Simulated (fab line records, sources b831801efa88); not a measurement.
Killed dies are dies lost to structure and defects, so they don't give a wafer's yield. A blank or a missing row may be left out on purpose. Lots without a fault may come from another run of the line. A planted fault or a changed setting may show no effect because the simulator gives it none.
Tool commonality check | flow gf180mcu | 13 lots, 39 wafers sampled

WHY IT WAS OPENED
At GF_MVSD_TW_MEAS_11 the reading MVSD_TW is flagged on 1 of 13 lots. Wafers without a fault read 1564, standard deviation 13.
Rule: a lot is flagged when every wafer of it that has a number lies more than 4 standard deviations from that mean, or none has a number. The other lots count as sound.

lot  | measured    | on            | MVSD_TW, wafer by wafer | flag
L189 | day 4 09:40 | film_metro-01 | 1553 1549 1548          |
L190 | day 4 15:43 | film_metro-01 | 1558 1551 1562          |
L191 | day 4 23:41 | film_metro-03 | 1569 1572 1571          |
L194 | day 5 18:14 | film_metro-03 | 1576 1562 1563          |
L196 | day 6 08:46 | film_metro-01 | 1553 1546 1543          |
L197 | day 6 10:05 | film_metro-03 | 1362 1359 1355          | FLAGGED
L199 | day 6 19:16 | film_metro-02 | 1549 1546 1552          |
L200 | day 7 04:48 | film_metro-02 | 1552 1561 1555          |
L205 | day 8 07:53 | film_metro-02 | 1565 1562 1553          |
L209 | day 9 08:02 | film_metro-03 | 1578 1577 1575          |
L210 | day 9 13:48 | film_metro-03 | 1575 1567 1578          |
L211 | day 9 17:34 | film_metro-02 | 1547 1549 1550          |
L212 | day 9 23:56 | film_metro-03 | 1576 1575 1579          |
The numbers of the flagged lots are 1359 on average: -205 against the usual, or -16 standard deviations.

WHICH TOOL RAN EACH LOT
The record holds 2 process steps before the reading, out of a route of 602 steps. In each cell: the tool, then ch and the chambers that the sampled wafers went through, then the start.
lot  | flag    | GF_LVPWELL_STRIP_10                 | GF_MVSD_STRIP_10
L189 |         | plasma_asher-04 ch 0, day 3 20:13   | plasma_asher-01 ch 0,1, day 4 09:34
L190 |         | plasma_asher-03 ch 0,1, day 4 01:58 | plasma_asher-02 ch 0,1, day 4 15:37
L191 |         | plasma_asher-03 ch 0,1, day 4 09:34 | plasma_asher-03 ch 0,1, day 4 23:35
L194 |         | plasma_asher-04 ch 0,1, day 5 03:24 | plasma_asher-01 ch 0,1, day 5 18:08
L196 |         | plasma_asher-03 ch 0,1, day 5 17:07 | plasma_asher-01 ch 0,1, day 6 08:40
L197 | FLAGGED | plasma_asher-03 ch 0,1, day 5 19:04 | plasma_asher-02 ch 0,1, day 6 09:58
L199 |         | plasma_asher-04 ch 0,1, day 6 03:34 | plasma_asher-03 ch 0,1, day 6 19:10
L200 |         | plasma_asher-02 ch 0,1, day 6 12:49 | plasma_asher-03 ch 0,1, day 7 04:42
L205 |         | plasma_asher-04 ch 0,1, day 7 15:10 | plasma_asher-01 ch 0,1, day 8 07:48
L209 |         | plasma_asher-03 ch 0,1, day 8 14:45 | plasma_asher-02 ch 0,1, day 9 07:56
L210 |         | plasma_asher-02 ch 1, day 8 20:11   | plasma_asher-01 ch 0,1, day 9 13:42
L211 |         | plasma_asher-04 ch 0,1, day 8 23:31 | plasma_asher-01 ch 0,1, day 9 17:28
L212 |         | plasma_asher-04 ch 0,1, day 9 05:56 | plasma_asher-02 ch 0,1, day 9 23:50
What these steps do:
- GF_LVPWELL_STRIP_10: strips in O2/N2.
- GF_MVSD_STRIP_10: strips in O2/N2.
- GF_MVSD_TW_MEAS_11

FLAGGED OVER TOTAL, TOOL BY TOOL (the gauges that took the reading come last)
step                | tool            | lots run | flagged | share of the flagged lots | sound lots run after its first flagged lot
GF_LVPWELL_STRIP_10 | plasma_asher-02 | 2        | 0       | none                      | -
GF_LVPWELL_STRIP_10 | plasma_asher-03 | 5        | 1       | all                       | 1 (L209)
GF_LVPWELL_STRIP_10 | plasma_asher-04 | 6        | 0       | none                      | -
GF_MVSD_STRIP_10    | plasma_asher-01 | 6        | 0       | none                      | -
GF_MVSD_STRIP_10    | plasma_asher-02 | 4        | 1       | all                       | 2 (L209,L212)
GF_MVSD_STRIP_10    | plasma_asher-03 | 3        | 0       | none                      | -
GF_MVSD_TW_MEAS_11  | film_metro-01   | 3        | 0       | none                      | -
GF_MVSD_TW_MEAS_11  | film_metro-02   | 4        | 0       | none                      | -
GF_MVSD_TW_MEAS_11  | film_metro-03   | 6        | 1       | all                       | 3 (L209,L210,L212)

WHAT THE TABLE ALLOWS
3 rows of the table ran every flagged lot: plasma_asher-03 at GF_LVPWELL_STRIP_10, plasma_asher-02 at GF_MVSD_STRIP_10, film_metro-03 at GF_MVSD_TW_MEAS_11.
- plasma_asher-03 at GF_LVPWELL_STRIP_10: 1 of its 5 lots flagged. Sound lots ran on it after the first flagged one (L209), which a lasting fault on the whole tool wouldn't allow. Its own readings lie more than 4 standard deviations out on every wafer of the flagged lots: oes_product_au.
- plasma_asher-02 at GF_MVSD_STRIP_10: 1 of its 4 lots flagged. Sound lots ran on it after the first flagged one (L209, L212), which a lasting fault on the whole tool wouldn't allow. Its own readings lie more than 4 standard deviations out on every wafer of the flagged lots: strip_time_to_endpoint_s.
- film_metro-03 at GF_MVSD_TW_MEAS_11: 1 of its 6 lots flagged. Sound lots ran on it after the first flagged one (L209, L210, L212), which a lasting fault on the whole tool wouldn't allow.
No row of the table ran every flagged lot and no sound lot after the first.

WHAT THE SIMULATOR HAD PUT IN
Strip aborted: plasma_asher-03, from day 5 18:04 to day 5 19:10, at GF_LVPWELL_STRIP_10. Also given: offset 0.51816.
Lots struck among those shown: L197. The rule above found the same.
